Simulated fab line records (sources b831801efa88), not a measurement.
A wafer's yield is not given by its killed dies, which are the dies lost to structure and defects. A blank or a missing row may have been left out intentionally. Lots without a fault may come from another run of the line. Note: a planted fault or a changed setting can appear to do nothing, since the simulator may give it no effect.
fab line records ; flow sky130 ; part 1 of 2: steps 1 to 26 of 36
record lots=5; wafers=15; lastDay=50
route steps=708 shown METAL3@556 VIA3@573
lots untouched by any fault: they come from a run of this same line in which no faults occurred
startH: hours from the record's first day to the start of the lot's first wafer shown ; waitH: hours since the lot's step before ; " unchanged from the row above ; L1.1+2: a single row standing in for several wafers ; - value missing, or start not given ; * or withheld: withheld ; < > ~ a bound
route shown NAME@n: a module of which the file shows steps, and the number in the route of the first ; usual: mean/standard deviation of fault-free wafers ; same: alike in all rows ; chamber/n: place in a boat ; sites: the reading at each site ; _std_site: how widely they spread, as a standard deviation ; _edge_site: the outer-site mean with the inner-site mean subtracted ; radiusMm: how far each site lies from the wafer's centre ; mask NAME#n: copy n ; behind: tool/chamber where the wafer was last shaped ; hold: why the lot was held/for how many hours/how that ended ; device: the transistor (n, p or np) that didn't switch ; end of line: tests of these same wafers at the route's end ; a step given without rows: its recipe and nothing more ; killed: dies that structure and defects cost at the first sort, which is not the same as the wafer's yield ; map: shows each die of a wafer: x if killed, . if not, _ if none is there
set.NAME: the run value of the setting; set.NAME@STEP: its run value at that earlier step ; model.NAME: the simulator's own value behind a step, which no gauge read
a table for each step, a row for each wafer; lots at some steps of the route
services: from which hour (startH, from the record's first day; less than 0 if before it) a tool's chamber was out of use, for how many hours, and why
## steps
# step SKY_METAL3_HMDS_06
# recipe primeTimeS=60; primeTempC=120
# usual chillPlateTempC=23.01/0.11
lot.wafer;tool;chamber;startH;waitH;chillPlateTempC
L074.2;lithoTrack-02;0;891.98;0.1;22.89
L074.3;lithoTrack-02;0;891.98;0.1;22.69
L074.4;lithoTrack-02;0;891.98;0.1;23.05
L078.2;lithoTrack-04;0;919.51;0.1;23.15
L078.5;lithoTrack-04;0;919.51;0.1;23.11
L078.6;lithoTrack-04;0;919.51;0.1;23.13
L088.1;lithoTrack-02;0;990.11;0.1;22.95
L088.2;lithoTrack-02;0;990.11;0.1;22.77
L088.6;lithoTrack-02;0;990.11;0.1;22.86
L092.1;lithoTrack-03;0;1032.40;0.1;23.04
L092.2;lithoTrack-03;0;1032.40;0.1;23.07
L092.6;lithoTrack-03;0;1032.40;0.1;22.96
L097.1;lithoTrack-02;0;1050.61;0.1;22.97
L097.2;lithoTrack-02;0;1050.61;0.1;22.90
L097.4;lithoTrack-02;0;1050.61;0.1;23.18
# step SKY_METAL3_COAT_07
# recipe resist=BARC; tempC=withheld; timeS=withheld; spinRpm=3000; resistThkNm=60
# usual chillPlateTempC=*
lot.wafer;tool;chamber;startH;waitH;chillPlateTempC
L074.2;lithoTrack-02;0;892.13;0.1;*
L074.3;lithoTrack-02;0;892.13;0.1;*
L074.4;lithoTrack-02;0;892.13;0.1;*
L078.2;lithoTrack-04;0;919.66;0.1;*
L078.5;lithoTrack-04;0;919.66;0.1;*
L078.6;lithoTrack-04;0;919.66;0.1;*
L088.1;lithoTrack-02;0;990.26;0.1;*
L088.2;lithoTrack-02;0;990.26;0.1;*
L088.6;lithoTrack-02;0;990.26;0.1;*
L092.1;lithoTrack-03;0;1032.55;0.1;*
L092.2;lithoTrack-03;0;1032.55;0.1;*
L092.6;lithoTrack-03;0;1032.55;0.1;*
L097.1;lithoTrack-02;0;1050.76;0.1;*
L097.2;lithoTrack-02;0;1050.76;0.1;*
L097.4;lithoTrack-02;0;1050.76;0.1;*
# step SKY_METAL3_COAT_08
# recipe resist=KrF-thick; spinRpm=3000; resistThkNm=1140
# usual chillPlateTempC=23.02/0.11
lot.wafer;tool;chamber;startH;waitH;chillPlateTempC
L074.2;lithoTrack-02;0;-;-;23.04
L074.3;lithoTrack-02;0;-;-;23.18
L074.4;lithoTrack-02;0;-;-;23.24
L078.2;lithoTrack-04;0;-;-;22.90
L078.5;lithoTrack-04;0;-;-;22.88
L078.6;lithoTrack-04;0;-;-;22.80
L088.1;lithoTrack-02;0;-;-;22.96
L088.2;lithoTrack-02;0;-;-;22.97
L088.6;lithoTrack-02;0;-;-;23.05
L092.1;lithoTrack-03;0;-;-;23.06
L092.2;lithoTrack-03;0;-;-;22.98
L092.6;lithoTrack-03;0;-;-;22.93
L097.1;lithoTrack-02;0;-;-;23.12
L097.2;lithoTrack-02;0;-;-;23.03
L097.4;lithoTrack-02;0;-;-;22.87
# step SKY_METAL3_SOFTBAKE_09
# recipe tempC=100; timeS=90; resist=KrF-thick
# usual chillPlateTempC=22.98/0.1
lot.wafer;tool;chamber;startH;waitH;chillPlateTempC
L074.2;lithoTrack-02;0;-;-;22.95
L074.3;lithoTrack-02;0;-;-;23.08
L074.4;lithoTrack-02;0;-;-;23.08
L078.2;lithoTrack-04;0;-;-;22.88
L078.5;lithoTrack-04;0;-;-;22.81
L078.6;lithoTrack-04;0;-;-;22.84
L088.1;lithoTrack-02;0;-;-;22.97
L088.2;lithoTrack-02;0;-;-;22.91
L088.6;lithoTrack-02;0;-;-;23.03
L092.1;lithoTrack-03;0;-;-;22.91
L092.2;lithoTrack-03;0;-;-;23.10
L092.6;lithoTrack-03;0;-;-;23.06
L097.1;lithoTrack-02;0;-;-;22.84
L097.2;lithoTrack-02;0;-;-;23.13
L097.4;lithoTrack-02;0;-;-;22.99
# step SKY_METAL3_EXPOSE_10
# recipe maskId=MM3; na=0.68; sourceShape=annular; sigmaInner=0.4; sigmaOuter=0.8; targetCdNm=300; doseMj=28
lot.wafer;tool;chamber;startH;waitH;mask
L074.2+3+4;krfScanner-01;0;-;-;MM3#0
L078.2+5+6;krfScanner-01;0;-;-;MM3#0
L088.1+2+6;krfScanner-01;0;-;-;MM3#0
L092.1+2+6;krfScanner-01;0;-;-;MM3#0
L097.1+2+4;krfScanner-01;0;-;-;MM3#0
# step SKY_METAL3_PEB_11
# recipe pebTempC=withheld; pebTimeS=withheld; resist=KrF-thick
# usual chillPlateTempC=*
lot.wafer;tool;chamber;startH;waitH;chillPlateTempC
L074.2;lithoTrack-03;0;-;-;*
L074.3;lithoTrack-03;0;-;-;*
L074.4;lithoTrack-03;0;-;-;*
L078.2;lithoTrack-03;0;-;-;*
L078.5;lithoTrack-03;0;-;-;*
L078.6;lithoTrack-03;0;-;-;*
L088.1;lithoTrack-02;0;-;-;*
L088.2;lithoTrack-02;0;-;-;*
L088.6;lithoTrack-02;0;-;-;*
L092.1;lithoTrack-02;0;-;-;*
L092.2;lithoTrack-02;0;-;-;*
L092.6;lithoTrack-02;0;-;-;*
L097.1;lithoTrack-03;0;-;-;*
L097.2;lithoTrack-03;0;-;-;*
L097.4;lithoTrack-03;0;-;-;*
# step SKY_METAL3_DEVELOP_12
# recipe developTimeS=60; resist=KrF-thick; devTempC=21
# usual chillPlateTempC=23.00/0.1
# same developTimeS=60
lot.wafer;tool;chamber;startH;waitH;chillPlateTempC
L074.2;lithoTrack-03;0;-;-;22.97
L074.3;lithoTrack-03;0;-;-;22.90
L074.4;lithoTrack-03;0;-;-;22.83
L078.2;lithoTrack-03;0;-;-;23.01
L078.5;lithoTrack-03;0;-;-;23.12
L078.6;lithoTrack-03;0;-;-;23.02
L088.1;lithoTrack-02;0;-;-;22.81
L088.2;lithoTrack-02;0;-;-;23.09
L088.6;lithoTrack-02;0;-;-;23.01
L092.1;lithoTrack-02;0;-;-;22.97
L092.2;lithoTrack-02;0;-;-;23.00
L092.6;lithoTrack-02;0;-;-;22.85
L097.1;lithoTrack-03;0;-;-;22.98
L097.2;lithoTrack-03;0;-;-;22.81
L097.4;lithoTrack-03;0;-;-;22.98
# step SKY_METAL3_CD_MEAS_13
# recipe targetCdNm=300
# usual cdNm=299.8/1.2
lot.wafer;tool;chamber;startH;waitH;cdNm
L074.2;cdSem-01;-;904.97;-;298.9
L074.3;cdSem-01;-;904.97;-;298.9
L074.4;cdSem-01;-;904.97;-;298.7
L078.2;cdSem-02;-;932.42;-;298.5
L078.5;cdSem-02;-;932.42;-;298.3
L078.6;cdSem-02;-;932.42;-;298.2
L088.1;cdSem-01;-;1003.01;-;301.1
L088.2;cdSem-01;-;1003.01;-;299.5
L088.6;cdSem-01;-;1003.01;-;299.7
L092.1;cdSem-02;-;1043.61;-;297.7
L092.2;cdSem-02;-;1043.61;-;297.4
L092.6;cdSem-02;-;1043.61;-;298.3
L097.1;cdSem-02;-;1061.35;-;297.4
L097.2;cdSem-02;-;1061.35;-;297.8
L097.4;cdSem-02;-;1061.35;-;298.7
# step SKY_METAL3_OVL_MEAS_14
# usual METAL3_OVL=-3/5
lot.wafer;tool;chamber;startH;waitH;METAL3_OVL[nm]
L074.2;overlay-02;-;905.08;0.1;-5
L074.3;overlay-02;-;905.08;0.1;7
L074.4;overlay-02;-;905.08;0.1;0
L078.2;overlay-02;-;932.53;0.1;-6
L078.5;overlay-02;-;932.53;0.1;-2
L078.6;overlay-02;-;932.53;0.1;-5
L088.1;overlay-01;-;1003.13;0.1;7
L088.2;overlay-01;-;1003.13;0.1;1
L088.6;overlay-01;-;1003.13;0.1;2
L092.1;overlay-02;-;1043.73;0.1;-4
L092.2;overlay-02;-;1043.73;0.1;-10
L092.6;overlay-02;-;1043.73;0.1;-11
L097.1;overlay-02;-;1061.47;0.1;-1
L097.2;overlay-02;-;1061.47;0.1;-6
L097.4;overlay-02;-;1061.47;0.1;-5
# step SKY_METAL3_DESCUM_15
# recipe chemistry=O2; sourcePowerW=150; biasPowerW=0; pressureMtorr=10; tempC=40; timeS=8
# usual drypumpMotorCurrentA=5.6/0.32; oesProductAu=0.994/0.012
lot.wafer;tool;chamber;startH;waitH;drypumpMotorCurrentA;oesProductAu;rfHoursCounterH
L074.2;rieMetal-01;1;905.11;0.0;6.0;0.998;10
L074.3;rieMetal-01;0;905.11;0.0;5.3;1.018;-
L074.4;rieMetal-01;1;905.11;0.0;6.0;0.990;-
L078.2;rieMetal-03;1;932.56;0.0;5.3;0.992;10
L078.5;rieMetal-03;0;932.56;0.0;6.0;1.015;-
L078.6;rieMetal-03;1;932.56;0.0;5.3;0.996;-
L088.1;rieMetal-01;0;1003.16;0.0;5.3;0.986;5
L088.2;rieMetal-01;1;1003.16;0.0;6.0;0.986;15
L088.6;rieMetal-01;1;1003.16;0.0;6.0;0.981;-
L092.1;rieMetal-04;0;1043.76;0.0;5.7;0.998;13
L092.2;rieMetal-04;1;1043.76;0.0;5.2;0.985;14
L092.6;rieMetal-04;0;1043.76;0.0;5.8;1.002;-
L097.1;rieMetal-03;0;1061.51;0.0;6.0;1.020;22
L097.2;rieMetal-03;1;1061.51;0.0;5.3;0.995;18
L097.4;rieMetal-03;1;1061.51;0.0;5.3;0.997;-
# step SKY_METAL3_ETCH_16
# recipe chemistry=N2/H2; target=BARC; ionEnergyEv=200; biasW=100; pressureMtorr=30; n2FlowSccm=100; h2FlowSccm=200; icpW=500; stopOn=SiO2; timeS=88.2; targetDepthA=600
# usual drypumpMotorCurrentA=5.6/0.31; oesProductAu=0.625/0.0046; throttleValvePct=13.206/0.0096
lot.wafer;tool;chamber;startH;waitH;drypumpMotorCurrentA;oesProductAu;rfHoursCounterH;throttleValvePct
L074.2;rieMetal-01;1;905.14;0.0;6.0;0.622;10;13.205
L074.3;rieMetal-01;0;905.14;0.0;5.4;0.621;-;13.203
L074.4;rieMetal-01;1;905.14;0.0;6.0;0.617;-;13.215
L078.2;rieMetal-03;1;932.59;0.0;5.3;0.625;10;13.205
L078.5;rieMetal-03;0;932.59;0.0;6.0;0.632;-;13.209
L078.6;rieMetal-03;1;932.59;0.0;5.3;0.623;-;13.213
L088.1;rieMetal-01;0;1003.19;0.0;5.4;0.619;5;13.190
L088.2;rieMetal-01;1;1003.19;0.0;6.0;0.630;15;13.202
L088.6;rieMetal-01;1;1003.19;0.0;6.0;0.623;-;13.225
L092.1;rieMetal-04;0;1043.79;0.0;5.8;0.623;13;13.216
L092.2;rieMetal-04;1;1043.79;0.0;5.2;0.624;14;13.196
L092.6;rieMetal-04;0;1043.79;0.0;5.7;0.626;-;13.215
L097.1;rieMetal-03;0;1061.54;0.0;6.0;0.633;22;13.223
L097.2;rieMetal-03;1;1061.54;0.0;5.3;0.615;18;13.215
L097.4;rieMetal-03;1;1061.54;0.0;5.3;0.630;-;13.213
# step SKY_METAL3_ETCH_17
# recipe target=SiO2; stopOn=TiN; chemistry=C4F8/O2/Ar; sourceW=1500; biasW=1200; pressureMtorr=40; c4f8FlowSccm=withheld; O2_flow_sccm=6; Ar_flow_sccm=300; timeS=3.9; targetDepthA=150
# usual oesProductAu=0.757/0.0075
lot.wafer;tool;chamber;startH;waitH;oesProductAu;rfHoursCounterH
L074.2;rieDiel-01;3;905.24;0.1;0.761;10
L074.3;rieDiel-01;1;905.24;0.1;0.748;17
L074.4;rieDiel-01;2;905.24;0.1;0.761;11
L078.2;rieDiel-02;3;932.69;0.1;0.753;26
L078.5;rieDiel-02;3;932.69;0.1;0.757;-
L078.6;rieDiel-02;0;932.69;0.1;0.754;-
L088.1;rieDiel-04;2;1003.29;0.1;0.772;15
L088.2;rieDiel-04;1;1003.29;0.1;0.768;16
L088.6;rieDiel-04;0;1003.29;0.1;0.771;-
L092.1;rieDiel-01;0;1043.89;0.1;0.747;7
L092.2;rieDiel-01;1;1043.89;0.1;0.756;22
L092.6;rieDiel-01;3;1043.89;0.1;0.750;-
L097.1;rieDiel-01;1;1061.64;0.1;0.752;23
L097.2;rieDiel-01;3;1061.64;0.1;0.752;15
L097.4;rieDiel-01;0;1061.64;0.1;0.759;8
# step SKY_METAL3_METAL_ETCH_18
# recipe targetDepthA=8450; stopOn=SiO2; overEtchFrac=0.3; timeS=183.1; chemistry=Cl2/BCl3; resistSidewallDeg=88; pressureMtorr=10; icpW=900; biasW=48.5; Cl2_flow_sccm=60; bcl3FlowSccm=30
# usual drypumpMotorCurrentA=5.6/0.33; mfcCl2Sccm=59.98/0.16; oesProductAu=0.867/0.0069; throttleValvePct=22.264/0.0099
lot.wafer;tool;chamber;startH;waitH;drypumpMotorCurrentA;mfcCl2Sccm;oesProductAu;rfHoursCounterH;throttleValvePct
L074.2;rieMetal-01;0;905.26;0.0;5.3;60.18;0.855;0;22.257
L074.3;rieMetal-01;0;905.26;0.0;5.3;59.96;0.861;-;22.247
L074.4;rieMetal-01;1;905.26;0.0;6.0;59.94;0.868;-;22.267
L078.2;rieMetal-01;1;932.71;0.0;6.0;60.24;0.872;11;22.256
L078.5;rieMetal-01;1;932.71;0.0;6.0;59.94;0.876;-;22.266
L078.6;rieMetal-01;0;932.71;0.0;5.3;59.86;0.875;-;22.282
L088.1;rieMetal-03;0;1003.31;0.0;6.0;59.84;0.871;18;22.277
L088.2;rieMetal-03;1;1003.31;0.0;5.3;60.00;0.867;14;22.269
L088.6;rieMetal-03;0;1003.31;0.0;6.0;60.27;0.865;-;22.252
L092.1;rieMetal-03;1;1043.91;0.0;5.3;60.18;0.866;17;22.286
L092.2;rieMetal-03;0;1043.91;0.0;6.0;59.98;0.880;21;22.257
L092.6;rieMetal-03;1;1043.91;0.0;5.3;59.81;0.865;-;22.263
L097.1;rieMetal-04;1;1061.66;0.0;5.2;60.27;0.866;16;22.275
L097.2;rieMetal-04;0;1061.66;0.0;5.7;59.91;0.857;14;22.278
L097.4;rieMetal-04;0;1061.66;0.0;5.8;60.10;0.867;-;22.263
# step SKY_METAL3_STRIP_19
# recipe chemistry=O2/N2; powerW=1400; pressureMtorr=1500; platenTempC=withheld; o2FlowSccm=3000; n2FlowSccm=300; overashFraction=0.5
# usual drypumpMotorCurrentA=5.46/0.15; oesProductAu=0.501/0.0068; stripTimeToEndpointS=6.51/0.14
# same overashFraction=0.5
lot.wafer;tool;chamber;startH;waitH;drypumpMotorCurrentA;oesProductAu;rfHoursCounterH;stripTimeToEndpointS
L074.2;plasmaAsher-02;1;905.43;0.1;5.50;0.496;76;6.46
L074.3;plasmaAsher-02;0;905.43;0.1;5.48;0.498;-;6.45
L074.4;plasmaAsher-02;1;905.43;0.1;5.50;0.507;-;6.64
L078.2;plasmaAsher-04;0;932.88;0.1;5.68;0.496;19;6.65
L078.5;plasmaAsher-04;1;932.88;0.1;5.39;0.495;-;6.55
L078.6;plasmaAsher-04;0;932.88;0.1;5.69;0.504;-;6.45
L088.1;plasmaAsher-01;0;1003.49;0.1;5.46;0.505;58;6.41
L088.2;plasmaAsher-01;1;1003.49;0.1;5.18;0.501;58;6.59
L088.6;plasmaAsher-01;1;1003.49;0.1;5.19;0.502;-;6.32
L092.1;plasmaAsher-04;0;1044.09;0.1;5.67;0.502;30;6.56
L092.2;plasmaAsher-04;1;1044.09;0.1;5.38;0.487;30;6.26
L092.6;plasmaAsher-04;0;1044.09;0.1;5.66;0.494;-;6.48
L097.1;plasmaAsher-01;0;1061.89;0.2;5.46;0.505;64;6.57
L097.2;plasmaAsher-01;1;1061.89;0.2;5.20;0.502;64;6.55
L097.4;plasmaAsher-01;0;1061.89;0.2;5.46;0.503;-;6.58
# step SKY_METAL3_STRIP_20
# recipe chemistry=postEtchResidueRemover; timeS=1200; tempC=72.5
lot.wafer;tool;chamber;startH;waitH
L074.2+3+4;wetBench-02;3;905.53;0.1
L078.2+5+6;wetBench-01;3;932.98;0.1
L088.1+2+6;wetBench-02;0;1003.59;0.1
L092.1+2+6;wetBench-02;3;1044.19;0.1
L097.1+2+4;wetBench-02;2;1061.99;0.1
# step SKY_METAL3_CLEAN_21
# recipe chemistry=IPA; timeS=180; tempC=25
lot.wafer;tool;chamber;startH;waitH
L074.2+3+4;wetBench-02;2;905.91;0.0
L078.2+5+6;wetBench-02;0;933.33;0.0
L088.1+2+6;wetBench-02;0;1003.93;0.0
L092.1+2+6;wetBench-01;1;1044.53;0.0
L097.1+2+4;wetBench-04;1;1062.37;0.0
# step SKY_METAL3_CLEAN_22
# recipe chemistry=O3/DIW; dry=n2Spin
lot.wafer;tool;chamber;startH;waitH
L074.2+3+4;wetBench-02;3;905.97;0.0
L078.2+5+6;wetBench-01;2;933.38;0.0
L088.1+2+6;wetBench-04;0;1003.99;0.0
L092.1+2+6;wetBench-04;1;1044.59;0.0
L097.1+2+4;wetBench-01;3;1062.44;0.0
# step SKY_VIA3_HDPCVD_00
# recipe material=SiO2; targetThkNm=1635; sigmaOpenFrac=0.3; timeS=272.5; tempC=400; sih4FlowSccm=60; pressureMtorr=6
lot.wafer;tool;chamber;startH;waitH
L074.2+3+4;hdpcvd-01;2,1,0;906.07;0.0
L078.2+5+6;hdpcvd-01;2,2,1;933.48;0.0
L088.1+2+6;hdpcvd-02;2,1,2;1004.08;0.0
L092.1+2+6;hdpcvd-01;1,0,0;1044.68;0.0
L097.1+2+4;hdpcvd-01;2,0,1;1062.56;0.0
# step SKY_VIA3_THK_MEAS_01
# recipe reads=SiO2_of_VIA3_HDPCVD_00
# usual VIA3_HDPCVD_THK=1632/20
lot.wafer;tool;chamber;startH;waitH;VIA3_HDPCVD_THK[nm]
L074.2;filmMetro-03;-;906.25;0.1;1641
L074.3;filmMetro-03;-;906.25;0.1;1645
L074.4;filmMetro-03;-;906.25;0.1;1635
L078.2;filmMetro-03;-;933.65;0.1;1635
L078.5;filmMetro-03;-;933.65;0.1;1606
L078.6;filmMetro-03;-;933.65;0.1;1617
L088.1;filmMetro-01;-;1004.25;0.1;1617
L088.2;filmMetro-01;-;1004.25;0.1;1669
L088.6;filmMetro-01;-;1004.25;0.1;1627
L092.1;filmMetro-01;-;1044.85;0.1;1613
L092.2;filmMetro-01;-;1044.85;0.1;1612
L092.6;filmMetro-01;-;1044.85;0.1;1586
L097.1;filmMetro-01;-;1062.72;0.1;1639
L097.2;filmMetro-01;-;1062.72;0.1;1616
L097.4;filmMetro-01;-;1062.72;0.1;1649
# step SKY_VIA3_CMP_02
# recipe material=SiO2; downForcePsi=4; platenRpm=60; padVelocityMS=0.94248
# usual headPressurePsi=4.001/0.0089; motorCurrentA=11.9/1.3
lot.wafer;tool;chamber;startH;waitH;headPressurePsi;motorCurrentA
L074.4;cmp-01;0;906.30;0.0;4.009;12.3
L074.3;cmp-01;2;906.30;0.0;3.983;10.5
L074.2;cmp-01;3;906.30;0.0;4.005;15.1
L078.2;cmp-01;2;933.85;0.2;4.010;10.6
L078.5;cmp-01;3;933.85;0.2;4.008;15.1
L078.6;cmp-01;0;933.85;0.2;4.000;11.9
L088.2;cmp-02;3;1004.36;0.1;4.012;11.6
L088.1;cmp-02;0;1004.36;0.1;4.008;11.1
L088.6;cmp-02;3;1004.36;0.1;4.012;11.7
L092.1;cmp-01;1;1044.96;0.1;4.015;10.9
L092.2;cmp-01;2;1044.96;0.1;4.003;10.4
L092.6;cmp-01;0;1044.96;0.1;4.007;11.5
L097.4;cmp-02;0;1062.78;0.0;3.997;10.6
L097.1;cmp-02;1;1062.78;0.0;4.015;10.8
L097.2;cmp-02;2;1062.78;0.0;3.997;12.2
# step SKY_VIA3_BOW_MEAS_03
# recipe mode=bow
# usual VIA3_BOW=79/7.5
lot.wafer;tool;chamber;startH;waitH;VIA3_BOW[um]
L074.2;filmMetro-01;-;906.62;0.1;72
L074.3;filmMetro-01;-;906.62;0.1;83
L074.4;filmMetro-01;-;906.62;0.1;73
L078.2;filmMetro-02;-;934.02;0.1;87
L078.5;filmMetro-02;-;934.02;0.1;82
L078.6;filmMetro-02;-;934.02;0.1;78
L088.1;filmMetro-03;-;1004.61;0.1;76
L088.2;filmMetro-03;-;1004.61;0.1;85
L088.6;filmMetro-03;-;1004.61;0.1;81
L092.1;filmMetro-02;-;1045.21;0.2;77
L092.2;filmMetro-02;-;1045.21;0.2;89
L092.6;filmMetro-02;-;1045.21;0.2;89
L097.1;filmMetro-01;-;1063.08;0.2;73
L097.2;filmMetro-01;-;1063.08;0.2;83
L097.4;filmMetro-01;-;1063.08;0.2;82
# step SKY_VIA3_DEHYDRATE_04
# recipe tempC=200; timeS=60
# usual chillPlateTempC=22.98/0.094
lot.wafer;tool;chamber;startH;waitH;chillPlateTempC
L074.2;lithoTrack-01;0;918.12;11.5;22.88
L074.3;lithoTrack-01;0;918.12;11.5;22.86
L074.4;lithoTrack-01;0;918.12;11.5;23.01
L078.2;lithoTrack-03;0;945.83;11.8;23.01
L078.5;lithoTrack-03;0;945.83;11.8;23.08
L078.6;lithoTrack-03;0;945.83;11.8;23.06
L088.1;lithoTrack-04;0;1014.28;9.7;22.87
L088.2;lithoTrack-04;0;1014.28;9.7;22.89
L088.6;lithoTrack-04;0;1014.28;9.7;22.93
L092.1;lithoTrack-01;0;1055.69;10.5;22.96
L092.2;lithoTrack-01;0;1055.69;10.5;23.02
L092.6;lithoTrack-01;0;1055.69;10.5;23.06
L097.1;lithoTrack-04;0;1073.53;10.4;22.93
L097.2;lithoTrack-04;0;1073.53;10.4;22.98
L097.4;lithoTrack-04;0;1073.53;10.4;22.94
# step SKY_VIA3_HMDS_05
# recipe primeTimeS=60; primeTempC=120
# usual chillPlateTempC=23.00/0.1
lot.wafer;tool;chamber;startH;waitH;chillPlateTempC
L074.2;lithoTrack-01;0;918.27;0.1;22.88
L074.3;lithoTrack-01;0;918.27;0.1;23.01
L074.4;lithoTrack-01;0;918.27;0.1;23.05
L078.2;lithoTrack-03;0;945.98;0.1;22.92
L078.5;lithoTrack-03;0;945.98;0.1;22.97
L078.6;lithoTrack-03;0;945.98;0.1;22.89
L088.1;lithoTrack-04;0;1014.43;0.1;22.92
L088.2;lithoTrack-04;0;1014.43;0.1;22.91
L088.6;lithoTrack-04;0;1014.43;0.1;22.93
L092.1;lithoTrack-01;0;1055.84;0.1;23.06
L092.2;lithoTrack-01;0;1055.84;0.1;23.05
L092.6;lithoTrack-01;0;1055.84;0.1;23.09
L097.1;lithoTrack-04;0;1073.68;0.1;22.79
L097.2;lithoTrack-04;0;1073.68;0.1;22.85
L097.4;lithoTrack-04;0;1073.68;0.1;23.03
# step SKY_VIA3_COAT_06
# recipe resist=BARC; tempC=withheld; timeS=withheld; spinRpm=3000; resistThkNm=60
# usual chillPlateTempC=*
lot.wafer;tool;chamber;startH;waitH;chillPlateTempC
L074.2;lithoTrack-01;0;918.42;0.1;*
L074.3;lithoTrack-01;0;918.42;0.1;*
L074.4;lithoTrack-01;0;918.42;0.1;*
L078.2;lithoTrack-03;0;946.13;0.1;*
L078.5;lithoTrack-03;0;946.13;0.1;*
L078.6;lithoTrack-03;0;946.13;0.1;*
L088.1;lithoTrack-04;0;1014.58;0.1;*
L088.2;lithoTrack-04;0;1014.58;0.1;*
L088.6;lithoTrack-04;0;1014.58;0.1;*
L092.1;lithoTrack-01;0;1055.99;0.1;*
L092.2;lithoTrack-01;0;1055.99;0.1;*
L092.6;lithoTrack-01;0;1055.99;0.1;*
L097.1;lithoTrack-04;0;1073.83;0.1;*
L097.2;lithoTrack-04;0;1073.83;0.1;*
L097.4;lithoTrack-04;0;1073.83;0.1;*
# step SKY_VIA3_COAT_07
# recipe resist=KrF-thick; spinRpm=3000; resistThkNm=450
# usual chillPlateTempC=22.98/0.098
lot.wafer;tool;chamber;startH;waitH;chillPlateTempC
L074.2;lithoTrack-01;0;-;-;22.92
L074.3;lithoTrack-01;0;-;-;23.00
L074.4;lithoTrack-01;0;-;-;22.85
L078.2;lithoTrack-03;0;-;-;22.95
L078.5;lithoTrack-03;0;-;-;22.76
L078.6;lithoTrack-03;0;-;-;22.89
L088.1;lithoTrack-04;0;-;-;22.97
L088.2;lithoTrack-04;0;-;-;22.95
L088.6;lithoTrack-04;0;-;-;22.87
L092.1;lithoTrack-01;0;-;-;22.88
L092.2;lithoTrack-01;0;-;-;22.94
L092.6;lithoTrack-01;0;-;-;23.09
L097.1;lithoTrack-04;0;-;-;22.99
L097.2;lithoTrack-04;0;-;-;22.99
L097.4;lithoTrack-04;0;-;-;23.06
# step SKY_VIA3_SOFTBAKE_08
# recipe tempC=100; timeS=90; resist=KrF-thick
# usual chillPlateTempC=23.00/0.1
lot.wafer;tool;chamber;startH;waitH;chillPlateTempC
L074.2;lithoTrack-01;0;-;-;22.80
L074.3;lithoTrack-01;0;-;-;23.03
L074.4;lithoTrack-01;0;-;-;22.98
L078.2;lithoTrack-03;0;-;-;22.73
L078.5;lithoTrack-03;0;-;-;22.86
L078.6;lithoTrack-03;0;-;-;22.84
L088.1;lithoTrack-04;0;-;-;23.01
L088.2;lithoTrack-04;0;-;-;22.90
L088.6;lithoTrack-04;0;-;-;23.06
L092.1;lithoTrack-01;0;-;-;23.01
L092.2;lithoTrack-01;0;-;-;23.11
L092.6;lithoTrack-01;0;-;-;22.87
L097.1;lithoTrack-04;0;-;-;23.13
L097.2;lithoTrack-04;0;-;-;23.03
L097.4;lithoTrack-04;0;-;-;23.02
